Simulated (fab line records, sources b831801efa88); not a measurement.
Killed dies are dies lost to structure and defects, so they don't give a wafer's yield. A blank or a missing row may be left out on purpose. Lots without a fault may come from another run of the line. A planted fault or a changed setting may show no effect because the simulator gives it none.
fab line records | flow sky130 | part 2 of 2: steps 32 to 42 of 42
record lots=5 wafers=15 last_day=50
route steps=708 shown SONOS_TUNNEL@164 SONOS_ONO@168 GATE_OXIDE@187 POLY_GATE@204
lots that met no fault: from a run of the same line without faults
start_h: hours from the record's first day to the start of the lot's first wafer shown | wait_h: hours since the lot's step before | " the same as in the row above | L1.1+2: a row that stands for several wafers | - no value, or no start given | * or withheld: withheld | < > ~ a bound
route shown NAME@n: a module of which the file shows steps, and the number in the route of the first | usual: mean/standard deviation of fault-free wafers | same: alike in all rows | chamber/n: place in a boat | sites: the reading at each site | _std_site: their standard deviation | _edge_site: outer sites' mean less inner sites' | radius_mm: how far each site lies from the wafer's centre | mask NAME#n: copy n | behind: the tool/chamber that last shaped the wafer | hold: why the lot was held/for how many hours/how that ended | device: the transistor (n, p or np) that didn't switch | end of line: the same wafers' tests at the end of the route | a step without rows: its recipe alone | killed: dies lost to structure and defects at the first sort, not the wafer's yield | map: a wafer's dies, x killed, . not, _ none there
set.NAME: the setting as run; set.NAME@STEP: as run at that earlier step | model.NAME: the simulator's own value behind a step, which no gauge read
lots at some steps of the route; a table a step, a row a wafer
services: from which hour (start_h, from the record's first day; less than 0 if before it) a tool's chamber was out of use, for how many hours, and why
## steps
# step SKY_GATE_OXIDE_PEB_08
# recipe temp_c=withheld time_s=* resist=NOVOLAK
# columns lot.wafer tool chamber start_h wait_h
L077.1+2+4 litho_track-02 0 - -
L086.1+4+5 litho_track-02 0 - -
L090.3+4+6 litho_track-03 0 - -
L095.1+3+5 litho_track-04 0 - -
L096.2+3+6 litho_track-03 0 - -
# step SKY_GATE_OXIDE_DEVELOP_09
# recipe resist=NOVOLAK developer=TMAH develop_time_s=60 dev_temp_c=23
# columns lot.wafer tool chamber start_h wait_h
L077.1+2+4 litho_track-02 0 332.47 0.1
L086.1+4+5 litho_track-02 0 410.12 0.1
L090.3+4+6 litho_track-03 0 443.46 0.1
L095.1+3+5 litho_track-04 0 481.88 0.1
L096.2+3+6 litho_track-03 0 486.59 0.1
# step SKY_GATE_OXIDE_OVL_MEAS_10
# usual GATE_OXIDE_OVL=-0.5/1.5
# columns lot.wafer tool chamber start_h wait_h GATE_OXIDE_OVL[nm]
L077.1 overlay-02 - 332.62 0.1 1.2
L077.2 " - " " 1.0
L077.4 " - " " 0.2
L086.1 overlay-02 - 410.27 0.1 0.1
L086.4 " - " " -0.2
L086.5 " - " " -1.2
L090.3 overlay-01 - 443.58 0.1 -3.2
L090.4 " - " " -2.6
L090.6 " - " " -3.5
L095.1 overlay-01 - 482.03 0.1 0.6
L095.3 " - " " -0.7
L095.5 " - " " 0.0
L096.2 overlay-01 - 486.72 0.1 -0.1
L096.3 " - " " 1.9
L096.6 " - " " 1.2
# step SKY_GATE_OXIDE_IMPLANT_11
# recipe species=B energy_kev=10 dose_cm2=2.6e+12 tilt_deg=withheld
# columns lot.wafer tool chamber start_h wait_h
L077.1+2+4 implanter-04 0 332.66 0.0
L086.1+4+5 implanter-01 0 410.31 0.0
L090.3+4+6 implanter-04 0 443.65 0.1
L095.1+3+5 implanter-01 0 482.06 0.0
L096.2+3+6 implanter-01 0 486.77 0.0
# step SKY_GATE_OXIDE_WET_ETCH_12
# recipe chemistry=dHF target_depth_nm=16.8 dry=n2_spin target=SiO2 dilution=100:1 temp_c=25 time_s=319.8
# columns lot.wafer tool chamber start_h wait_h
L077.1+2+4 wet_bench-02 1 332.81 0.1
L086.1+4+5 wet_bench-04 2 410.46 0.1
L090.3+4+6 wet_bench-02 1 443.75 0.1
L095.1+3+5 wet_bench-01 1 482.21 0.1
L096.2+3+6 wet_bench-04 0 486.90 0.1
# step SKY_GATE_OXIDE_STRIP_13
# recipe chemistry=O2/N2 power_w=1400 pressure_mtorr=1500 platen_temp_c=withheld o2_flow_sccm=3000 n2_flow_sccm=300 overash_fraction=0.5
# usual drypump_motor_current_A=5.8/0.54 oes_product_au=0.715/0.0044 strip_time_to_endpoint_s=14.21/0.044
# same overash_fraction=0.5
# columns lot.wafer tool chamber start_h wait_h drypump_motor_current_A oes_product_au rf_hours_counter_h strip_time_to_endpoint_s
L077.1 plasma_asher-03 0 332.91 0.0 6.1 0.718 52 14.22
L077.2 " 1 " " 5.1 0.717 52 14.19
L077.4 " 1 " " 5.1 0.719 - 14.19
L086.1 plasma_asher-03 1 410.56 0.0 5.1 0.724 60 14.19
L086.4 " 1 " " 5.1 0.714 - 14.15
L086.5 " 0 " " 6.1 0.715 - 14.17
L090.3 plasma_asher-01 0 443.89 0.0 6.6 0.711 - 14.13
L090.4 " 1 " " 5.5 0.717 - 14.14
L090.6 " 1 " " 5.5 0.721 - 14.15
L095.1 plasma_asher-03 1 482.33 0.0 5.1 0.709 67 14.21
L095.3 " 0 " " 6.1 0.710 - 14.22
L095.5 " 1 " " 5.1 0.714 - 14.19
L096.2 plasma_asher-04 0 487.01 0.0 5.7 0.717 79 14.17
L096.3 " 1 " " 6.1 0.710 - 14.17
L096.6 " 1 " " 6.1 0.721 - 14.17
# step SKY_GATE_OXIDE_TW_MEAS_14
# usual GATE_OXIDE_TW=224.4/2.2
# columns lot.wafer tool chamber start_h wait_h GATE_OXIDE_TW
L077.1 film_metro-01 - 333.01 0.1 224.6
L077.2 " - " " 227.1
L077.4 " - " " 225.5
L086.1 film_metro-03 - 410.66 0.1 223.5
L086.4 " - " " 225.8
L086.5 " - " " 224.8
L090.3 film_metro-04 - 443.98 0.1 224.4
L090.4 " - " " 223.3
L090.6 " - " " 224.1
L095.1 film_metro-04 - 482.43 0.1 220.8
L095.3 " - " " 221.1
L095.5 " - " " 221.1
L096.2 film_metro-01 - 487.12 0.1 227.0
L096.3 " - " " 226.5
L096.6 " - " " 227.6
# step SKY_GATE_OXIDE_CLEAN_15
# recipe chemistry=SC1/SC2 mix=1:4:20 temp_c=70 time_s=150 dry=n2_spin
# columns lot.wafer tool chamber start_h wait_h
L077.1+2+4 wet_bench-04 1 333.07 0.1
L086.1+4+5 wet_bench-02 2 410.72 0.1
L090.3+4+6 wet_bench-02 0 444.02 0.0
L095.1+3+5 wet_bench-04 2 482.49 0.1
L096.2+3+6 wet_bench-01 1 487.17 0.0
# step SKY_GATE_OXIDE_OXIDATION_16
# recipe temp_c=800 ambient=O2 idle_temp_c=700 ramp_up_c_per_min=10 ramp_down_c_per_min=3 stabilise_s=600 purge_s=300 target_thk_a=35.7 ox_time_s=1915
# usual spike_tc_lower_C=800.9/1.3
# columns lot.wafer tool chamber start_h wait_h spike_tc_lower_C
L077.1 furnace-01 0 333.49 0.4 800.1
L077.2 " 0 " " 800.8
L077.4 " 0 " " 800.7
L086.1 furnace-02 0 411.45 0.7 800.3
L086.4 " 0 " " 800.6
L086.5 " 0 " " 800.5
L090.3 furnace-02 0 444.07 0.0 802.4
L090.4 " 0 " " 801.8
L090.6 " 0 " " 801.1
L095.1 furnace-01 0 482.69 0.2 800.6
L095.3 " 0 " " 800.2
L095.5 " 0 " " 799.9
L096.2 furnace-02 0 487.23 0.0 801.3
L096.3 " 0 " " 801.8
L096.6 " 0 " " 802.8
# step SKY_POLY_GATE_CVD_00
# recipe material=poly-Si target_thk_nm=180 temp_c=620 time_s=720 pressure_mtorr=200
# usual spike_tc_lower_C=621.1/1.2
# columns lot.wafer tool chamber start_h wait_h spike_tc_lower_C
L077.1 lpcvd-01 1 335.02 0.0 620.1
L077.2 " 1 " " 621.0
L077.4 " 1 " " 621.7
L086.1 lpcvd-01 1 412.99 0.0 619.6
L086.4 " 1 " " 621.7
L086.5 " 1 " " 620.7
L090.3 lpcvd-01 0 445.61 0.0 622.2
L090.4 " 0 " " 621.8
L090.6 " 0 " " 619.9
L095.1 lpcvd-01 1 495.76 11.5 620.7
L095.3 " 1 " " 621.8
L095.5 " 1 " " 621.0
L096.2 lpcvd-01 1 495.76 7.0 618.9
L096.3 " 1 " " 620.5
L096.6 " 1 " " 620.7
# step SKY_POLY_GATE_THK_MEAS_01
# recipe reads=poly-Si_of_POLY_GATE_CVD_00
# usual POLY_GATE_CVD_00_THK=179.5/1.6
# columns lot.wafer tool chamber start_h wait_h POLY_GATE_CVD_00_THK[nm]
L077.1 film_metro-03 - 336.22 0.0 180.0
L077.2 " - " " 180.5
L077.4 " - " " 181.0
L086.1 film_metro-04 - 414.19 0.0 179.8
L086.4 " - " " 181.5
L086.5 " - " " 180.9
L090.3 film_metro-03 - 446.83 0.0 179.9
L090.4 " - " " 179.0
L090.6 " - " " 179.3
L095.1 film_metro-03 - 497.62 0.1 177.7
L095.3 " - " " 177.3
L095.5 " - " " 177.3
L096.2 film_metro-04 - 497.63 0.1 179.0
L096.3 " - " " 177.8
L096.6 " - " " 176.9
## services
# columns tool chamber start_h hours kind
furnace-01 - 257.06 3.9 pm
furnace-02 - 266.68 4.2 pm
iline_stepper-01 - 272.24 4.9 repair
implanter-01 - 281.50 6.5 pm
rie_diel-03 0 286.55 5.8 repair
iline_stepper-02 - 318.33 8.1 repair
implanter-01 - 318.72 9.6 pm
plasma_asher-04 - 321.85 14.6 pm
implanter-04 - 337.18 1.8 repair
implanter-01 - 346.42 2.4 pm
rie_diel-03 - 347.61 1.8 repair
furnace-02 - 382.58 2.8 pm
lpcvd-02 - 386.38 0.5 repair
iline_stepper-01 - 390.85 4.4 pm
lpcvd-03 - 400.84 6.0 pm
iline_stepper-02 - 402.87 1.7 pm
plasma_asher-01 - 404.60 1.0 repair
wet_bench-02 - 424.49 4.4 pm
wet_bench-02 - 433.74 0.9 repair
furnace-02 - 434.74 3.6 pm
implanter-01 - 451.33 4.0 repair
lpcvd-03 - 461.11 14.6 pm
iline_stepper-02 - 477.56 4.2 repair
wet_bench-04 - 494.41 5.0 repair
